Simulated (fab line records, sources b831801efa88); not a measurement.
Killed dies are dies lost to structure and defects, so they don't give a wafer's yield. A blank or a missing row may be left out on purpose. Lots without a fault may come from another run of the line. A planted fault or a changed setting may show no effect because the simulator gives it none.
Chamber matching | flow sky130 | SKY_CONTACT_CVD_00 on pecvd-02: 3 sister chambers
The step deposits Si3N4, target thk 75 nm. 16 wafers are shown with their chamber, then 8 later ones without.

WAFERS WITH THEIR CHAMBER
wafer  | chamber | heater_power_w (W)
L194.1 | 2       | 609
L194.4 | 1       | 897
L194.6 | 2       | 601
L195.1 | 0       | 792
L195.3 | 1       | 799
L195.4 | 0       | 797
L197.2 | 2       | 539
L197.5 | 2       | 536
L197.6 | 0       | 778
L206.2 | 1       | 882
L206.3 | 0       | 657
L206.6 | 0       | 689
L208.1 | 2       | 605
L208.2 | 0       | 758
L208.6 | 2       | 603
L209.2 | 2       | 575

SIGNATURES (means of the wafers above)
reading        | chamber 0 | chamber 1 | chamber 2 | scatter within a chamber
heater_power_w | 745.17    | 859.33    | 581.14    | 47
Rule: a wafer's distance from a chamber is the root of the sum, over the readings, of the square of ((its reading less the chamber's mean) divided by the reading's scatter). The wafer belongs to the nearest chamber; if the next one is less than 2 further off, it can't be placed. The scatter: the root of (the sum of the squares of (reading less its chamber's mean) over the shown wafers, divided by (wafers less chambers)).

WAFERS WITHOUT THEIR CHAMBER
wafer  | heater_power_w (W)
L209.3 | 704
L209.6 | 579
L212.1 | 625
L212.3 | 771
L212.4 | 689
L216.2 | 759
L216.3 | 650
L216.4 | 816

WHICH CHAMBER EACH WENT THROUGH
wafer  | from the rows above     | in truth
L209.3 | can't be placed: 0 or 2 | 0
L209.6 | 2                       | 2
L212.1 | can't be placed: 2 or 0 | 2
L212.3 | can't be placed: 0 or 1 | 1
L212.4 | can't be placed: 0 or 2 | 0
L216.2 | can't be placed: 0 or 1 | 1
L216.3 | can't be placed: 2 or 0 | 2
L216.4 | can't be placed: 1 or 0 | 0
Placed correctly: 1 of 8. Can't be placed from these rows: 7 (the true chamber is among the candidates in 7). Placed wrongly: 0.
